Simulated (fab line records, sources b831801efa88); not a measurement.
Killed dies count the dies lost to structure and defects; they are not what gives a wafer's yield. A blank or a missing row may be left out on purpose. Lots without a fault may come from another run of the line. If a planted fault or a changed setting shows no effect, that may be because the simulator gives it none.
The tool behind it: which one? / flow gf180mcu / 12 lots, 36 wafers sampled, at 5 steps of a route of 602

WHAT THE GAUGES SHOWED, per wafer
GF_M3_RS_MEAS_05: the measuring method here is four-point-probe. Usual: M3_ALCU_RS 0.0698 ohm/sq, standard deviation 0.00077.
lot=L935; measured=day 20 13:42; on=film_metro-04; M3_ALCU_RS (ohm/sq)=0.0697 0.0701 0.0698; flag=
lot=L936; measured=day 21 03:47; on=film_metro-01; M3_ALCU_RS (ohm/sq)=0.0706 0.0704 0.0708; flag=
lot=L937; measured=day 21 11:30; on=film_metro-04; M3_ALCU_RS (ohm/sq)=0.0684 0.0695 0.0686; flag=
lot=L939; measured=day 22 10:09; on=film_metro-01; M3_ALCU_RS (ohm/sq)=0.0699 0.0691 0.0703; flag=
lot=L941; measured=day 23 09:53; on=film_metro-04; M3_ALCU_RS (ohm/sq)=0.0700 0.0699 0.0699; flag=
lot=L944; measured=day 24 08:36; on=film_metro-01; M3_ALCU_RS (ohm/sq)=0.0694 0.0705 0.0702; flag=
lot=L945; measured=day 24 16:51; on=film_metro-01; M3_ALCU_RS (ohm/sq)=0.0704 0.0696 0.0704; flag=
lot=L948; measured=day 25 11:24; on=film_metro-04; M3_ALCU_RS (ohm/sq)=0.0706 0.0696 0.0688; flag=
lot=L952; measured=day 26 17:53; on=film_metro-01; M3_ALCU_RS (ohm/sq)=0.0697 0.0703 0.0701; flag=
lot=L954; measured=day 27 11:53; on=film_metro-04; M3_ALCU_RS (ohm/sq)=0.0699 0.0696 0.0704; flag=
lot=L956; measured=day 27 15:30; on=film_metro-04; M3_ALCU_RS (ohm/sq)=0.0700 0.0715 0.0696; flag=
lot=L958; measured=day 28 11:22; on=film_metro-04; M3_ALCU_RS (ohm/sq)=0.0708 0.0702 0.0699; flag=

GF_M3_CD_MEAS_14: target cd 280 nm. Usual: cd_nm 280.0 nm, standard deviation 1.3.
lot=L935; measured=day 21 13:46; on=cd_sem-01; cd_nm (nm)=280.1 280.3 279.8; flag=
lot=L936; measured=day 22 04:16; on=cd_sem-02; cd_nm (nm)=280.7 280.0 279.6; flag=
lot=L937; measured=day 22 11:21; on=cd_sem-01; cd_nm (nm)=280.9 282.6 281.7; flag=
lot=L939; measured=day 23 09:24; on=cd_sem-01; cd_nm (nm)=279.2 279.5 281.0; flag=
lot=L941; measured=day 24 08:31; on=cd_sem-02; cd_nm (nm)=280.0 278.6 278.6; flag=
lot=L944; measured=day 25 06:19; on=cd_sem-01; cd_nm (nm)=281.0 279.9 279.6; flag=
lot=L945; measured=day 25 14:52; on=cd_sem-02; cd_nm (nm)=280.7 280.0 278.7; flag=
lot=L948; measured=day 26 08:52; on=cd_sem-02; cd_nm (nm)=200.2 230.2 256.7; flag=OFF
lot=L952; measured=day 27 14:10; on=cd_sem-01; cd_nm (nm)=280.2 280.0 280.3; flag=
lot=L954; measured=day 28 08:22; on=cd_sem-02; cd_nm (nm)=277.6 278.2 277.6; flag=
lot=L956; measured=day 28 11:16; on=cd_sem-01; cd_nm (nm)=278.7 279.6 279.1; flag=
lot=L958; measured=day 29 06:53; on=cd_sem-02; cd_nm (nm)=279.9 279.6 279.5; flag=

WHAT TOOL EACH LOT RAN ON (gives the tool, then ch and the chambers of the sampled wafers, and finally the start)
lot=L935; GF_V2_ETCH_17=rie_diel-03 ch 1,3, day 20 12:12 or earlier; GF_V2_STRIP_18=plasma_asher-02 ch 0,1, day 20 12:12; GF_M3_EXPOSE_11=krf_scanner-02 ch 0, day 21 01:45
lot=L936; GF_V2_ETCH_17=rie_diel-01 ch 1,2,3, day 21 02:18 or earlier; GF_V2_STRIP_18=plasma_asher-03 ch 0,1, day 21 02:18; GF_M3_EXPOSE_11=krf_scanner-02 ch 0, day 21 16:13
lot=L937; GF_V2_ETCH_17=rie_diel-01 ch 0,3, day 21 10:03 or earlier; GF_V2_STRIP_18=plasma_asher-02 ch 0, day 21 10:03; GF_M3_EXPOSE_11=krf_scanner-01 ch 0, day 21 23:38
lot=L939; GF_V2_ETCH_17=rie_diel-03 ch 0,1,2, day 22 08:42 or earlier; GF_V2_STRIP_18=plasma_asher-01 ch 0,1, day 22 08:42; GF_M3_EXPOSE_11=krf_scanner-02 ch 0, day 22 22:05
lot=L941; GF_V2_ETCH_17=rie_diel-04 ch 0,1,2, day 23 08:24 or earlier; GF_V2_STRIP_18=plasma_asher-01 ch 0,1, day 23 08:24; GF_M3_EXPOSE_11=krf_scanner-01 ch 0, day 23 21:38
lot=L944; GF_V2_ETCH_17=rie_diel-04 ch 0,2, day 24 06:07 or earlier; GF_V2_STRIP_18=plasma_asher-03 ch 1, day 24 06:07; GF_M3_EXPOSE_11=krf_scanner-02 ch 0, day 24 19:33
lot=L945; GF_V2_ETCH_17=rie_diel-03 ch 0,1,2, day 24 15:21 or earlier; GF_V2_STRIP_18=plasma_asher-02 ch 0,1, day 24 15:21; GF_M3_EXPOSE_11=krf_scanner-02 ch 0, day 25 04:22
lot=L948; GF_V2_ETCH_17=rie_diel-03 ch 0,1,2, day 25 09:56 or earlier; GF_V2_STRIP_18=plasma_asher-02 ch 0,1, day 25 09:56; GF_M3_EXPOSE_11=krf_scanner-01 ch 0, day 25 22:16
lot=L952; GF_V2_ETCH_17=rie_diel-03 ch 0,1, day 26 16:26 or earlier; GF_V2_STRIP_18=plasma_asher-01 ch 0,1, day 26 16:26; GF_M3_EXPOSE_11=krf_scanner-02 ch 0, day 27 04:31
lot=L954; GF_V2_ETCH_17=rie_diel-01 ch 1,2, day 27 10:27 or earlier; GF_V2_STRIP_18=plasma_asher-01 ch 0,1, day 27 10:27; GF_M3_EXPOSE_11=krf_scanner-02 ch 0, day 27 22:43
lot=L956; GF_V2_ETCH_17=rie_diel-03 ch 0,1,2, day 27 14:03 or earlier; GF_V2_STRIP_18=plasma_asher-01 ch 0,1, day 27 14:03; GF_M3_EXPOSE_11=krf_scanner-02 ch 0, day 28 01:46
lot=L958; GF_V2_ETCH_17=rie_diel-01 ch 1,2, day 28 09:27 or earlier; GF_V2_STRIP_18=plasma_asher-02 ch 0,1, day 28 09:27; GF_M3_EXPOSE_11=krf_scanner-02 ch 0, day 28 21:49
- GF_V2_ETCH_17: etches SiO2 in C4F8/O2/Ar, stops on TiN, target depth 630 nm.
- GF_V2_STRIP_18: strips in O2/N2.
- GF_M3_EXPOSE_11: exposes mask Metal3, target cd 280 nm.

WHAT THE TOOLS THEMSELVES READ (means of the sampled wafers that have a number; where no wafer has one, the mark that the record gives instead)
GF_V2_ETCH_17. Usual: oes_product_au 0.856 a.u., standard deviation 0.005.
lot=L935; tool=rie_diel-03; oes_product_au (a.u.)=0.856; flag=
lot=L936; tool=rie_diel-01; oes_product_au (a.u.)=0.855; flag=
lot=L937; tool=rie_diel-01; oes_product_au (a.u.)=0.856; flag=
lot=L939; tool=rie_diel-03; oes_product_au (a.u.)=0.857; flag=
lot=L941; tool=rie_diel-04; oes_product_au (a.u.)=0.855; flag=
lot=L944; tool=rie_diel-04; oes_product_au (a.u.)=0.852; flag=
lot=L945; tool=rie_diel-03; oes_product_au (a.u.)=0.855; flag=
lot=L948; tool=rie_diel-03; oes_product_au (a.u.)=0.857; flag=
lot=L952; tool=rie_diel-03; oes_product_au (a.u.)=0.861; flag=
lot=L954; tool=rie_diel-01; oes_product_au (a.u.)=0.861; flag=
lot=L956; tool=rie_diel-03; oes_product_au (a.u.)=0.850; flag=
lot=L958; tool=rie_diel-01; oes_product_au (a.u.)=0.854; flag=

GF_V2_STRIP_18. Usual: drypump_motor_current_A 6.0 A, standard deviation 0.48; heater_power_w 323 W, standard deviation 38; oes_product_au 0.591 a.u., standard deviation 0.0047.
lot=L935; tool=plasma_asher-02; drypump_motor_current_A (A)=6.2; heater_power_w (W)=292; oes_product_au (a.u.)=0.591; flag=
lot=L936; tool=plasma_asher-03; drypump_motor_current_A (A)=6.3; heater_power_w (W)=315; oes_product_au (a.u.)=0.595; flag=
lot=L937; tool=plasma_asher-02; drypump_motor_current_A (A)=5.8; heater_power_w (W)=308; oes_product_au (a.u.)=0.591; flag=
lot=L939; tool=plasma_asher-01; drypump_motor_current_A (A)=6.1; heater_power_w (W)=362; oes_product_au (a.u.)=0.594; flag=
lot=L941; tool=plasma_asher-01; drypump_motor_current_A (A)=6.1; heater_power_w (W)=361; oes_product_au (a.u.)=0.599; flag=
lot=L944; tool=plasma_asher-03; drypump_motor_current_A (A)=5.7; heater_power_w (W)=380; oes_product_au (a.u.)=0.592; flag=
lot=L945; tool=plasma_asher-02; drypump_motor_current_A (A)=6.0; heater_power_w (W)=297; oes_product_au (a.u.)=0.589; flag=
lot=L948; tool=plasma_asher-02; drypump_motor_current_A (A)=6.0; heater_power_w (W)=301; oes_product_au (a.u.)=0.588; flag=
lot=L952; tool=plasma_asher-01; drypump_motor_current_A (A)=6.1; heater_power_w (W)=359; oes_product_au (a.u.)=0.592; flag=
lot=L954; tool=plasma_asher-01; drypump_motor_current_A (A)=6.1; heater_power_w (W)=361; oes_product_au (a.u.)=0.593; flag=
lot=L956; tool=plasma_asher-01; drypump_motor_current_A (A)=5.7; heater_power_w (W)=344; oes_product_au (a.u.)=0.588; flag=
lot=L958; tool=plasma_asher-02; drypump_motor_current_A (A)=6.0; heater_power_w (W)=297; oes_product_au (a.u.)=0.593; flag=

GF_M3_EXPOSE_11. Usual: exposure_dose_mJ_cm2 27.98, standard deviation 0.031; stage_vel_mm_s 500.05 mm/s, standard deviation 0.24.
lot=L935; tool=krf_scanner-02; exposure_dose_mJ_cm2=28.04; stage_vel_mm_s (mm/s)=500.29; flag=
lot=L936; tool=krf_scanner-02; exposure_dose_mJ_cm2=27.99; stage_vel_mm_s (mm/s)=500.14; flag=
lot=L937; tool=krf_scanner-01; exposure_dose_mJ_cm2=27.94; stage_vel_mm_s (mm/s)=500.09; flag=
lot=L939; tool=krf_scanner-02; exposure_dose_mJ_cm2=27.97; stage_vel_mm_s (mm/s)=500.06; flag=
lot=L941; tool=krf_scanner-01; exposure_dose_mJ_cm2=27.96; stage_vel_mm_s (mm/s)=500.17; flag=
lot=L944; tool=krf_scanner-02; exposure_dose_mJ_cm2=27.97; stage_vel_mm_s (mm/s)=500.27; flag=
lot=L945; tool=krf_scanner-02; exposure_dose_mJ_cm2=28.02; stage_vel_mm_s (mm/s)=499.82; flag=
lot=L948; tool=krf_scanner-01; exposure_dose_mJ_cm2=25.24; stage_vel_mm_s (mm/s)=499.95; flag=OFF
lot=L952; tool=krf_scanner-02; exposure_dose_mJ_cm2=27.97; stage_vel_mm_s (mm/s)=500.18; flag=
lot=L954; tool=krf_scanner-02; exposure_dose_mJ_cm2=27.97; stage_vel_mm_s (mm/s)=499.85; flag=
lot=L956; tool=krf_scanner-02; exposure_dose_mJ_cm2=27.96; stage_vel_mm_s (mm/s)=500.03; flag=
lot=L958; tool=krf_scanner-02; exposure_dose_mJ_cm2=27.93; stage_vel_mm_s (mm/s)=500.02; flag=

THE ANSWER, worked out from the rows above alone
Rule: a lot counts as off when the mean over its wafers that have a number is more than 3 standard deviations away from the usual mean. A lot without any number at a reading at which 4 lots or more have one is off too. Where the step has rows for the other lots, those lots are counted as sound. The gauges are gone through in route order, then the tools' own readings, and for those a lot's mean is taken as printed above. At the first step where some lot is off, the reading lying furthest off is the one used; lots without a number count as furthest.
Off: L948 (GF_M3_CD_MEAS_14, cd_nm).
A tool fits if, at a process step before that reading, it ran every lot that is off, and no sound lot after the first of them. The gauges at GF_M3_CD_MEAS_14 aren't tried: what is off there is off at GF_M3_EXPOSE_11 too, on other tools, and a gauge's error can't cause that. Because GF_V2_ETCH_17 lacks a start for some lots, the hours and order of its lots are taken from GF_V2_STRIP_18. One fits: GF_M3_EXPOSE_11 on krf_scanner-01. Its last sound lot is L941 (day 23 21:38), its first lot that is off L948 (day 25 22:16): a fault that began between those two fits.
On the lots that are off, the tool's own readings at GF_M3_EXPOSE_11 differ by more than 5 times the standard deviation of the sound lots' means, which bears it out; exposure_dose_mJ_cm2 reads 25.24 there versus 27.97 on the sound lots.

WHAT WAS PUT IN BY THE SIMULATOR
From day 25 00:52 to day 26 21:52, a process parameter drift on krf_scanner-01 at GF_M3_EXPOSE_11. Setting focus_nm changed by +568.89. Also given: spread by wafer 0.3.
Struck lots among those shown: L948. The rule above reached the same finding.
